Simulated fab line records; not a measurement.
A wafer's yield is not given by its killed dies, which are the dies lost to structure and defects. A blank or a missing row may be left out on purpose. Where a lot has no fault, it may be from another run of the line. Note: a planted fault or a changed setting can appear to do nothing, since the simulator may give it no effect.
The tool behind it: which one? || flow gf180mcu || 45 wafers from 15 lots sampled at 2 of the route's 602 steps

== WHAT EACH GAUGE READ, for each wafer ==
GF_DNWELL_TW_MEAS_09. Usual: for DNWELL_TW the level is 1358 and the standard deviation is 13.
{"lot": "L167", "measured": "day 2 19:24", "on": "film_metro-03", "DNWELL_TW": "1332 1338 1339", "flag": ""}
{"lot": "L168", "measured": "day 3 02:34", "on": "film_metro-01", "DNWELL_TW": "1374 1379 1374", "flag": ""}
{"lot": "L169", "measured": "day 3 05:09", "on": "film_metro-03", "DNWELL_TW": "1343 1340 1336", "flag": ""}
{"lot": "L170", "measured": "day 3 11:21", "on": "film_metro-01", "DNWELL_TW": "1364 1373 1370", "flag": ""}
{"lot": "L171", "measured": "day 3 16:09", "on": "film_metro-01", "DNWELL_TW": "1373 1371 1372", "flag": ""}
{"lot": "L175", "measured": "day 4 13:33", "on": "film_metro-03", "DNWELL_TW": "1350 1340 1350", "flag": ""}
{"lot": "L176", "measured": "day 4 16:40", "on": "film_metro-03", "DNWELL_TW": "1337 1330 1342", "flag": ""}
{"lot": "L177", "measured": "day 5 02:16", "on": "film_metro-02", "DNWELL_TW": "1359 1361 1354", "flag": ""}
{"lot": "L179", "measured": "day 5 10:55", "on": "film_metro-01", "DNWELL_TW": "1358 1369 1363", "flag": ""}
{"lot": "L182", "measured": "day 6 03:51", "on": "film_metro-02", "DNWELL_TW": "1353 1359 1355", "flag": ""}
{"lot": "L184", "measured": "day 6 12:06", "on": "film_metro-01", "DNWELL_TW": "1373 1380 1379", "flag": ""}
{"lot": "L185", "measured": "day 6 19:28", "on": "film_metro-01", "DNWELL_TW": "1374 1375 1379", "flag": ""}
{"lot": "L187", "measured": "day 7 06:47", "on": "film_metro-01", "DNWELL_TW": "1346 1344 1347", "flag": ""}
{"lot": "L189", "measured": "day 7 15:57", "on": "film_metro-01", "DNWELL_TW": "1351 1353 1355", "flag": ""}
{"lot": "L190", "measured": "day 7 23:02", "on": "film_metro-02", "DNWELL_TW": "1356 1365 1354", "flag": ""}

== EACH LOT AND THE TOOL THAT RAN IT (in order: tool; ch and the chambers of the sampled wafers; start) ==
{"lot": "L167", "GF_STI_CMP_25": "cmp-02 ch 2,3, day 2 04:42"}
{"lot": "L168", "GF_STI_CMP_25": "cmp-02 ch 1,3, day 2 10:49"}
{"lot": "L169", "GF_STI_CMP_25": "cmp-02 ch 0,2,3, day 2 13:53"}
{"lot": "L170", "GF_STI_CMP_25": "cmp-02 ch 0,1,3, day 2 19:55"}
{"lot": "L171", "GF_STI_CMP_25": "cmp-01 ch 1,2, day 3 00:14"}
{"lot": "L175", "GF_STI_CMP_25": "cmp-01 ch 0,1, day 3 21:20"}
{"lot": "L176", "GF_STI_CMP_25": "cmp-01 ch 0,2,3, day 4 00:56"}
{"lot": "L177", "GF_STI_CMP_25": "cmp-02 ch 0,1,2, day 4 07:38"}
{"lot": "L179", "GF_STI_CMP_25": "cmp-01 ch 1,2,3, day 4 17:43"}
{"lot": "L182", "GF_STI_CMP_25": "cmp-02 ch 0,2,3, day 5 10:31"}
{"lot": "L184", "GF_STI_CMP_25": "cmp-01 ch 1,2,3, day 5 18:55"}
{"lot": "L185", "GF_STI_CMP_25": "cmp-01 ch 0,2,3, day 6 01:13"}
{"lot": "L187", "GF_STI_CMP_25": "cmp-02 ch 0,1,2, day 6 13:04"}
{"lot": "L189", "GF_STI_CMP_25": "cmp-02 ch 2,3, day 6 21:07"}
{"lot": "L190", "GF_STI_CMP_25": "cmp-01 ch 0,2,3, day 7 04:14"}
- GF_STI_CMP_25: polishes, stops on Si3N4, t overpolish 33 s, target thk 524.6 nm.

== WHAT THE TOOLS THEMSELVES READ (means of the sampled wafers that have a number; where no wafer has one, the mark that the record gives instead) ==
GF_STI_CMP_25. Usual: motor_current_A 12.2 A, standard deviation 1.1; overpolish_run_s 33.000 s, standard deviation 0.0091; time_to_endpoint_s 122 s, standard deviation 4.9.
{"lot": "L167", "tool": "cmp-02", "motor_current_A (A)": 11.1, "overpolish_run_s (s)": 32.994, "time_to_endpoint_s (s)": 123, "flag": ""}
{"lot": "L168", "tool": "cmp-02", "motor_current_A (A)": 12.5, "overpolish_run_s (s)": 32.992, "time_to_endpoint_s (s)": 125, "flag": ""}
{"lot": "L169", "tool": "cmp-02", "motor_current_A (A)": 11.2, "overpolish_run_s (s)": 32.997, "time_to_endpoint_s (s)": 122, "flag": ""}
{"lot": "L170", "tool": "cmp-02", "motor_current_A (A)": 12.1, "overpolish_run_s (s)": 33.001, "time_to_endpoint_s (s)": 126, "flag": ""}
{"lot": "L171", "tool": "cmp-01", "motor_current_A (A)": 11.8, "overpolish_run_s (s)": 33.004, "time_to_endpoint_s (s)": 123, "flag": ""}
{"lot": "L175", "tool": "cmp-01", "motor_current_A (A)": 12.1, "overpolish_run_s (s)": 33.006, "time_to_endpoint_s (s)": 121, "flag": ""}
{"lot": "L176", "tool": "cmp-01", "motor_current_A (A)": 13.2, "overpolish_run_s (s)": 33.007, "time_to_endpoint_s (s)": 124, "flag": ""}
{"lot": "L177", "tool": "cmp-02", "motor_current_A (A)": 12.1, "overpolish_run_s (s)": 32.998, "time_to_endpoint_s (s)": 115, "flag": ""}
{"lot": "L179", "tool": "cmp-01", "motor_current_A (A)": 13.0, "overpolish_run_s (s)": 33.008, "time_to_endpoint_s (s)": 122, "flag": ""}
{"lot": "L182", "tool": "cmp-02", "motor_current_A (A)": 11.3, "overpolish_run_s (s)": 32.994, "time_to_endpoint_s (s)": 116, "flag": ""}
{"lot": "L184", "tool": "cmp-01", "motor_current_A (A)": 12.9, "overpolish_run_s (s)": 32.997, "time_to_endpoint_s (s)": 126, "flag": ""}
{"lot": "L185", "tool": "cmp-01", "motor_current_A (A)": 13.2, "overpolish_run_s (s)": 32.995, "time_to_endpoint_s (s)": 123, "flag": ""}
{"lot": "L187", "tool": "cmp-02", "motor_current_A (A)": 11.9, "overpolish_run_s (s)": 33.005, "time_to_endpoint_s (s)": 123, "flag": ""}
{"lot": "L189", "tool": "cmp-02", "motor_current_A (A)": 11.0, "overpolish_run_s (s)": 33.006, "time_to_endpoint_s (s)": 116, "flag": ""}
{"lot": "L190", "tool": "cmp-01", "motor_current_A (A)": 13.2, "overpolish_run_s (s)": 32.993, "time_to_endpoint_s (s)": 125, "flag": ""}

== THE ANSWER, worked out from the rows above alone ==
Rule: lot off if the mean of its wafers having a number is beyond 3 standard deviations from the usual mean. A lot without any number at a reading at which 4 lots or more have one is off too. All remaining lots with rows at the step are treated as sound. First the gauges in route order, then the tools' own readings, where a lot's mean is used as printed above. At the first step where some lot is off, the reading lying furthest off is the one used; lots without a number count as furthest.
No lot is off at any reading shown: from this, nothing can be told.

== WHAT THE SIMULATOR HAD PUT IN ==
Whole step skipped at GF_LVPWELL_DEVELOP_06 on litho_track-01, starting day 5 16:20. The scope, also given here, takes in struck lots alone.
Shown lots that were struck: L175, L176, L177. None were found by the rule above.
